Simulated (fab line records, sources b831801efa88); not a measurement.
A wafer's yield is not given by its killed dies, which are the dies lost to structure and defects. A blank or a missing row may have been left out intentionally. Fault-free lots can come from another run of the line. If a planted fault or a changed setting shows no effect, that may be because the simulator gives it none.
What tool caused it? | flow gf180mcu | 72 wafers from 24 lots sampled at 6 of the route's 602 steps

== WHAT EACH GAUGE READ, for each wafer ==
GF_M2_OVL_MEAS_15. Usual: M2_OVL -2 nm, standard deviation 4.8.
lot  | measured     | on         | M2_OVL (nm) | flag
L074 | day 20 05:01 | overlay-01 | -12 1 -3    |
L075 | day 20 11:22 | overlay-02 | -8 -6 -1    |
L076 | day 20 21:52 | overlay-02 | -8 -7 0     |
L077 | day 21 06:06 | overlay-02 | -6 -3 -3    |
L078 | day 21 12:43 | overlay-01 | -4 -3 -3    |
L079 | day 22 04:19 | overlay-01 | 4 3 1       |
L080 | day 22 08:08 | overlay-01 | 2 -10 4     |
L081 | day 22 16:16 | overlay-02 | -2 0 3      |
L082 | day 23 03:46 | overlay-02 | -8 -1 1     |
L083 | day 23 10:19 | overlay-01 | 5 7 6       |
L084 | day 23 13:56 | overlay-02 | -11 -6 1    |
L085 | day 24 05:37 | overlay-01 | -2 0 -2     |
L086 | day 24 12:50 | overlay-01 | -5 -7 0     |
L087 | day 24 18:55 | overlay-02 | -1 0 -1     |
L088 | day 25 02:58 | overlay-01 | -12 -6 -12  |
L089 | day 25 12:10 | overlay-01 | 5 5 -5      |
L090 | day 25 17:32 | overlay-01 | -4 0 -3     |
L091 | day 26 00:37 | overlay-01 | -6 -7 6     |
L092 | day 26 09:28 | overlay-02 | 0 -8 -10    |
L093 | day 26 15:49 | overlay-01 | -1 5 3      |
L094 | day 26 19:10 | overlay-01 | 3 0 -5      |
L095 | day 27 02:04 | overlay-02 | -5 -12 -7   |
L096 | day 27 09:37 | overlay-01 | 1 -6 -2     |
L097 | day 27 16:13 | overlay-02 | 6 6 6       |

GF_M3_RS_MEAS_05: a four-point-probe measurement. Usual: M3_ALCU_RS 0.0694 ohm/sq, standard deviation 0.00091.
lot  | measured     | on            | M3_ALCU_RS (ohm/sq)  | flag
L074 | day 21 10:01 | film metro-01 | 0.0688 0.0699 0.0694 |
L075 | day 21 14:37 | film metro-02 | 0.0688 0.0691 0.0682 |
L076 | day 22 01:32 | film metro-03 | 0.0689 0.0703 0.0699 |
L077 | day 22 09:17 | film metro-01 | 0.0695 0.0696 0.0709 |
L078 | day 22 16:13 | film metro-01 | 0.0675 0.0667 0.0677 |
L079 | day 23 07:14 | film metro-01 | 0.0693 0.0681 0.0696 |
L080 | day 23 11:17 | film metro-03 | 0.0706 0.0686 0.0688 |
L081 | day 23 19:08 | film metro-01 | 0.0697 0.0707 0.0688 |
L082 | day 24 06:11 | film metro-02 | 0.0701 0.0701 0.0698 |
L083 | day 24 12:52 | film metro-03 | 0.0704 0.0706 0.0719 |
L084 | day 24 16:11 | film metro-02 | 0.0715 0.0703 0.0706 |
L085 | day 25 08:10 | film metro-03 | 0.0703 0.0700 0.0691 |
L086 | day 25 14:25 | film metro-03 | 0.0707 0.0698 0.0702 |
L087 | day 25 20:28 | film metro-01 | 0.0695 0.0694 0.0694 |
L088 | day 26 03:48 | film metro-01 | 0.0698 0.0690 0.0691 |
L089 | day 26 12:32 | film metro-01 | 0.0696 0.0696 0.0699 |
L090 | day 26 18:39 | film metro-02 | 0.0683 0.0693 0.0682 |
L091 | day 27 01:16 | film metro-01 | 0.0692 0.0694 0.0694 |
L092 | day 27 09:25 | film metro-01 | 0.0693 0.0690 0.0692 |
L093 | day 27 14:59 | film metro-01 | 0.0683 0.0700 0.0696 |
L094 | day 27 17:52 | film metro-03 | 0.0701 0.0709 0.0707 |
L095 | day 28 00:50 | film metro-02 | 0.0692 0.0695 0.0702 |
L096 | day 28 09:38 | film metro-01 | 0.0678 0.0691 0.0689 |
L097 | day 28 15:43 | film metro-01 | 0.0692 0.0687 0.0685 |

GF_M3_THK_MEAS_06: measures by xrf. Usual: M3_ALCU_THK 454 nm, standard deviation 6.5.
lot  | measured     | on            | M3_ALCU_THK (nm) | flag
L074 | day 21 10:08 | film metro-01 | 458 452 454      |
L075 | day 21 14:44 | film metro-02 | 457 457 462      |
L076 | day 22 01:40 | film metro-03 | 462 451 450      |
L077 | day 22 09:23 | film metro-01 | 456 455 443      |
L078 | day 22 16:20 | film metro-01 | 466 473 467      |
L079 | day 23 07:22 | film metro-01 | 451 462 453      |
L080 | day 23 11:24 | film metro-03 | 447 458 460      |
L081 | day 23 19:14 | film metro-01 | 451 444 458      |
L082 | day 24 06:18 | film metro-02 | 450 448 452      |
L083 | day 24 12:59 | film metro-03 | 444 442 437      |
L084 | day 24 16:17 | film metro-02 | 443 449 446      |
L085 | day 25 08:17 | film metro-03 | 447 451 454      |
L086 | day 25 14:31 | film metro-03 | 444 450 447      |
L087 | day 25 20:35 | film metro-01 | 450 455 451      |
L088 | day 26 03:55 | film metro-01 | 451 454 456      |
L089 | day 26 12:38 | film metro-01 | 452 452 452      |
L090 | day 26 18:45 | film metro-02 | 463 457 462      |
L091 | day 27 01:23 | film metro-01 | 456 450 453      |
L092 | day 27 09:32 | film metro-01 | 454 456 458      |
L093 | day 27 15:05 | film metro-01 | 458 449 453      |
L094 | day 27 17:59 | film metro-03 | 451 444 444      |
L095 | day 28 00:58 | film metro-02 | 454 454 450      |
L096 | day 28 09:45 | film metro-01 | 467 457 460      |
L097 | day 28 15:50 | film metro-01 | 458 462 463      |

== EACH LOT AND THE TOOL THAT RAN IT (in order: tool; ch and the chambers of the sampled wafers; start) ==
lot  | GF_M2_SPUTTER_03             | GF_V2_ETCH_16                      | GF_V2_CMP_26
L074 | pvd sputter-04, day 19 04:41 | rie diel-03 ch 0,2,3, day 21 08:18 | cmp-02 ch 0,1,3, day 21 09:30
L075 | pvd sputter-01, day 19 11:29 | rie diel-01 ch 0,2,3, day 21 13:02 | cmp-01 ch 2,3, day 21 14:08
L076 | pvd sputter-02, day 19 21:07 | rie diel-01 ch 1,2, day 21 23:56   | cmp-02 ch 1,2, day 22 01:01
L077 | pvd sputter-01, day 20 05:55 | rie diel-03 ch 0,2,3, day 22 07:41 | cmp-02 ch 0,2,3, day 22 08:44
L078 | pvd sputter-02, day 20 11:58 | rie diel-02 ch 0,1,3, day 22 14:38 | cmp-02 ch 0,1,3, day 22 15:41
L079 | pvd sputter-02, day 21 03:53 | rie diel-03 ch 1,2,3, day 23 05:38 | cmp-02 ch 0,3, day 23 06:43
L080 | pvd sputter-04, day 21 08:07 | rie diel-02 ch 0,1,2, day 23 09:42 | cmp-01 ch 0,2,3, day 23 10:46
L081 | pvd sputter-02, day 21 15:32 | rie diel-02 ch 1,2,3, day 23 17:24 | cmp-02 ch 0,1, day 23 18:35
L082 | pvd sputter-02, day 22 03:14 | rie diel-02 ch 0,2,3, day 24 04:29 | cmp-01 ch 0,2,3, day 24 05:40
L083 | pvd sputter-01, day 22 10:35 | rie diel-03 ch 0,3, day 24 11:09   | cmp-02 ch 0,1,3, day 24 12:27
L084 | pvd sputter-02, day 22 13:22 | rie diel-02 ch 0,3, day 24 14:26   | cmp-02 ch 2,3, day 24 15:37
L085 | pvd sputter-02, day 23 06:53 | rie diel-03 ch 0,1, day 25 06:29   | cmp-01 ch 0,1, day 25 07:39
L086 | pvd sputter-04, day 23 13:40 | rie diel-03 ch 1,2,3, day 25 12:48 | cmp-01 ch 1,2,3, day 25 13:58
L087 | pvd sputter-04, day 23 19:51 | rie diel-01 ch 0,1,3, day 25 18:33 | cmp-01 ch 0,1,3, day 25 20:02
L088 | pvd sputter-01, day 24 04:29 | rie diel-03 ch 0,1, day 26 02:05   | cmp-02 ch 1,2,3, day 26 03:22
L089 | pvd sputter-01, day 24 13:25 | rie diel-01 ch 0,1,3, day 26 10:56 | cmp-02 ch 0,1,2, day 26 11:59
L090 | pvd sputter-01, day 24 19:31 | rie diel-02 ch 0,2,3, day 26 17:02 | cmp-01 ch 0,1,2, day 26 18:08
L091 | pvd sputter-01, day 25 03:11 | rie diel-01 ch 2,3, day 26 23:42   | cmp-01 ch 0,3, day 27 00:48
L092 | pvd sputter-01, day 25 11:17 | rie diel-03 ch 0,2,3, day 27 07:50 | cmp-01 ch 1,3, day 27 08:57
L093 | pvd sputter-01, day 25 18:18 | rie diel-03 ch 1,2,3, day 27 13:21 | cmp-01 ch 0,2,3, day 27 14:29
L094 | pvd sputter-01, day 25 21:19 | rie diel-01 ch 2,3, day 27 16:18   | cmp-01 ch 0,1,2, day 27 17:30
L095 | pvd sputter-01, day 26 05:04 | rie diel-02 ch 0,1,3, day 27 23:14 | cmp-01 ch 0,1,2, day 28 00:19
L096 | pvd sputter-02, day 26 12:45 | rie diel-01 ch 0,3, day 28 07:56   | cmp-01 ch 1,2,3, day 28 09:16
L097 | pvd sputter-02, day 26 20:31 | rie diel-02 ch 0,1,2, day 28 14:03 | cmp-01 ch 0,1,2, day 28 15:11
- GF_M2_SPUTTER_03: material Ti, target thk 10 nm, time 6.7 s.
- GF_V2_ETCH_16: etches BARC in N2/H2.
- GF_V2_CMP_26: polishes, stops on SiO2, t overpolish 15 s, target thk 0 nm.

== WHAT THE TOOLS THEMSELVES READ (means of the sampled wafers that have a number; where no wafer has one, the mark that the record gives instead) ==
GF_M2_SPUTTER_03. Usual: chamber pressure pa 0.3001 Pa, standard deviation 0.00062; substrate temp c 299.98 C, standard deviation 0.2; throttle valve pct 29.8 %, standard deviation 0.74.
lot  | tool           | chamber pressure pa (Pa) | substrate temp c (C) | throttle valve pct (%) | flag
L074 | pvd sputter-04 | 0.3002                   | 299.99               | 30.1                   |
L075 | pvd sputter-01 | 0.3000                   | 299.91               | 30.0                   |
L076 | pvd sputter-02 | 0.3004                   | 299.97               | 30.1                   |
L077 | pvd sputter-01 | 0.2997                   | 299.86               | 29.8                   |
L078 | pvd sputter-02 | 0.3000                   | 299.93               | 29.5                   |
L079 | pvd sputter-02 | 0.3004                   | 299.99               | 30.0                   |
L080 | pvd sputter-04 | 0.2998                   | 300.02               | 30.4                   |
L081 | pvd sputter-02 | 0.3002                   | 300.02               | 29.9                   |
L082 | pvd sputter-02 | 0.3006                   | 300.05               | 30.0                   |
L083 | pvd sputter-01 | 0.3001                   | 300.08               | 30.2                   |
L084 | pvd sputter-02 | 0.2999                   | 299.95               | 30.2                   |
L085 | pvd sputter-02 | 0.3001                   | 300.03               | 30.4                   |
L086 | pvd sputter-04 | 0.3001                   | 299.83               | 30.3                   |
L087 | pvd sputter-04 | 0.2999                   | 299.83               | 29.7                   |
L088 | pvd sputter-01 | 0.3008                   | 300.00               | 29.1                   |
L089 | pvd sputter-01 | 0.3003                   | 300.19               | 30.1                   |
L090 | pvd sputter-01 | 0.2996                   | 299.80               | 30.7                   |
L091 | pvd sputter-01 | 0.2996                   | 300.01               | 29.8                   |
L092 | pvd sputter-01 | 0.3005                   | 300.02               | 29.6                   |
L093 | pvd sputter-01 | 0.3002                   | 300.00               | 30.7                   |
L094 | pvd sputter-01 | 0.2997                   | 299.86               | 30.1                   |
L095 | pvd sputter-01 | 0.3002                   | 299.73               | 29.5                   |
L096 | pvd sputter-02 | 0.3003                   | 300.17               | 29.6                   |
L097 | pvd sputter-02 | 0.3003                   | 299.98               | 29.9                   |

GF_V2_ETCH_16. Usual: drypump motor current A 5.7 A, standard deviation 0.42; oes product au 0.854 a.u., standard deviation 0.0045; throttle valve pct 13.225 %, standard deviation 0.0098.
lot  | tool        | drypump motor current A (A) | oes product au (a.u.) | throttle valve pct (%) | flag
L074 | rie diel-03 | 6.0                         | 0.852                 | 13.223                 |
L075 | rie diel-01 | 5.8                         | 0.856                 | 13.222                 |
L076 | rie diel-01 | 5.9                         | 0.854                 | 13.220                 |
L077 | rie diel-03 | 6.1                         | 0.851                 | 13.229                 |
L078 | rie diel-02 | 5.3                         | 0.862                 | 13.217                 |
L079 | rie diel-03 | 5.8                         | 0.854                 | 13.219                 |
L080 | rie diel-02 | 5.4                         | 0.855                 | 13.222                 |
L081 | rie diel-02 | 5.2                         | 0.849                 | 13.226                 |
L082 | rie diel-02 | 5.5                         | 0.854                 | 13.223                 |
L083 | rie diel-03 | 5.8                         | 0.852                 | 13.226                 |
L084 | rie diel-02 | 5.3                         | 0.857                 | 13.232                 |
L085 | rie diel-03 | 6.0                         | 0.857                 | 13.226                 |
L086 | rie diel-03 | 5.8                         | 0.857                 | 13.223                 |
L087 | rie diel-01 | 5.8                         | 0.857                 | 13.222                 |
L088 | rie diel-03 | 6.2                         | 0.855                 | 13.226                 |
L089 | rie diel-01 | 5.8                         | 0.856                 | 13.230                 |
L090 | rie diel-02 | 5.5                         | 0.846                 | 13.223                 |
L091 | rie diel-01 | 5.9                         | 0.855                 | 13.218                 |
L092 | rie diel-03 | 6.0                         | 0.848                 | 13.225                 |
L093 | rie diel-03 | 5.8                         | 0.853                 | 13.232                 |
L094 | rie diel-01 | 5.9                         | 0.854                 | 13.223                 |
L095 | rie diel-02 | 5.3                         | 0.854                 | 13.221                 |
L096 | rie diel-01 | 5.7                         | 0.855                 | 13.227                 |
L097 | rie diel-02 | 5.4                         | 0.850                 | 13.221                 |

GF_V2_CMP_26. Usual: motor current A 11.6 A, standard deviation 0.96; overpolish run s 15.002 s, standard deviation 0.0098; platen rpm 60.00 rpm, standard deviation 0.037; time to endpoint s 84 s, standard deviation 4.4.
lot  | tool   | motor current A (A) | overpolish run s (s) | platen rpm (rpm) | time to endpoint s (s) | flag
L074 | cmp-02 | 11.5                | 15.004               | 60.01            | 80                     |
L075 | cmp-01 | 12.2                | 15.009               | 59.98            | 87                     |
L076 | cmp-02 | 11.5                | 14.998               | 60.00            | 81                     |
L077 | cmp-02 | 11.0                | 15.002               | 60.02            | 85                     |
L078 | cmp-02 | 11.3                | 15.002               | 59.97            | 85                     |
L079 | cmp-02 | 11.2                | 15.011               | 60.00            | 78                     |
L080 | cmp-01 | 11.8                | 15.005               | 60.04            | 81                     |
L081 | cmp-02 | 11.8                | 14.999               | 59.98            | 82                     |
L082 | cmp-01 | 11.7                | 15.002               | 60.01            | 84                     |
L083 | cmp-02 | 11.2                | 15.001               | 59.98            | 75                     |
L084 | cmp-02 | 10.6                | 14.992               | 59.96            | 80                     |
L085 | cmp-01 | 12.0                | 14.999               | 60.00            | 89                     |
L086 | cmp-01 | 12.0                | 15.000               | 60.05            | 86                     |
L087 | cmp-01 | 12.2                | 15.012               | 60.03            | 86                     |
L088 | cmp-02 | 11.2                | 15.008               | 59.98            | 83                     |
L089 | cmp-02 | 11.4                | 14.999               | 60.02            | 78                     |
L090 | cmp-01 | 11.1                | 15.001               | 60.00            | 85                     |
L091 | cmp-01 | 12.3                | 15.002               | 59.99            | 87                     |
L092 | cmp-01 | 11.9                | 15.000               | 59.98            | 84                     |
L093 | cmp-01 | 11.8                | 15.011               | 60.03            | 88                     |
L094 | cmp-01 | 11.0                | 15.001               | 60.02            | 88                     |
L095 | cmp-01 | 11.4                | 15.004               | 59.99            | 86                     |
L096 | cmp-01 | 12.2                | 14.997               | 59.99            | 87                     |
L097 | cmp-01 | 11.4                | 15.009               | 60.02            | 88                     |

== THE ANSWER, worked out from the rows above alone ==
Rule: a lot is off if the mean of its wafers that have a number lies more than 3 standard deviations from the usual mean. A lot without any number at a reading at which 4 lots or more have one is off too. The other lots that the step has rows for count as sound. The gauges are gone through in route order, then the tools' own readings, and for those a lot's mean is taken as printed above. The first step at which some lot is off is used, and at that step the reading that is off furthest; a lot without a number counts as furthest.
No lot is off at any reading shown: from this, nothing can be told.

== WHAT THE SIMULATOR HAD PUT IN ==
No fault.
